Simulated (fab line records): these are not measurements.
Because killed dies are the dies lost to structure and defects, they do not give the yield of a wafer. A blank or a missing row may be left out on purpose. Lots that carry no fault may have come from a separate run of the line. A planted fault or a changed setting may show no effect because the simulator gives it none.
Matching of chambers + flow gf180mcu + GF_V2_CVD_02 on pecvd-02: 3 sister chambers
The step deposits SiO2 from TEOS, target thk 850 nm, time 94.851 s. 3 wafers are shown with their chamber, then 9 later ones without.

== EACH WAFER AND ITS CHAMBER ==
| wafer  | chamber | heater power w (W) |
|--------|---------|--------------------|
| L086.4 | 2       | 403                |
| L089.3 | 0       | 638                |
| L089.6 | 1       | 718                |

== WAFERS WITHOUT THEIR CHAMBER ==
| wafer  | heater power w (W) |
|--------|--------------------|
| L090.1 | 822                |
| L090.2 | 678                |
| L090.3 | 538                |
| L091.4 | 893                |
| L091.5 | 703                |
| L091.6 | 483                |
| L096.2 | 500                |
| L096.4 | 666                |
| L096.5 | 541                |

== THE CHAMBER EACH PASSED THROUGH ==
| wafer  | from the rows above          | in truth |
|--------|------------------------------|----------|
| L090.1 | can't be placed: 1 or 0      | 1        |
| L090.2 | can't be placed: 0 or 1      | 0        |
| L090.3 | can't be placed: 0 or 2 or 1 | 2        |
| L091.4 | can't be placed: 1 or 0      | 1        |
| L091.5 | can't be placed: 1 or 0      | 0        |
| L091.6 | can't be placed: 2 or 0 or 1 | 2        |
| L096.2 | can't be placed: 2 or 0 or 1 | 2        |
| L096.4 | can't be placed: 0 or 1      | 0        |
| L096.5 | can't be placed: 0 or 2 or 1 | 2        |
Placed correctly: 0 of 9. These rows do not allow placing 9 (true chamber among the candidates in 9). 0 placed wrongly.
How it was worked out, from the rows above alone: a wafer's distance from a chamber is the root of the sum, over the readings, of the square of ((its reading less the chamber's mean) divided by the reading's scatter). The wafer belongs to the nearest chamber; if the next one is less than 2 further off, it can't be placed. Each chamber's mean is taken over the wafers shown for it. The scatter: with one shown wafer a chamber, the root of the mean of the squares of how far each hidden wafer lies from its nearest shown one.
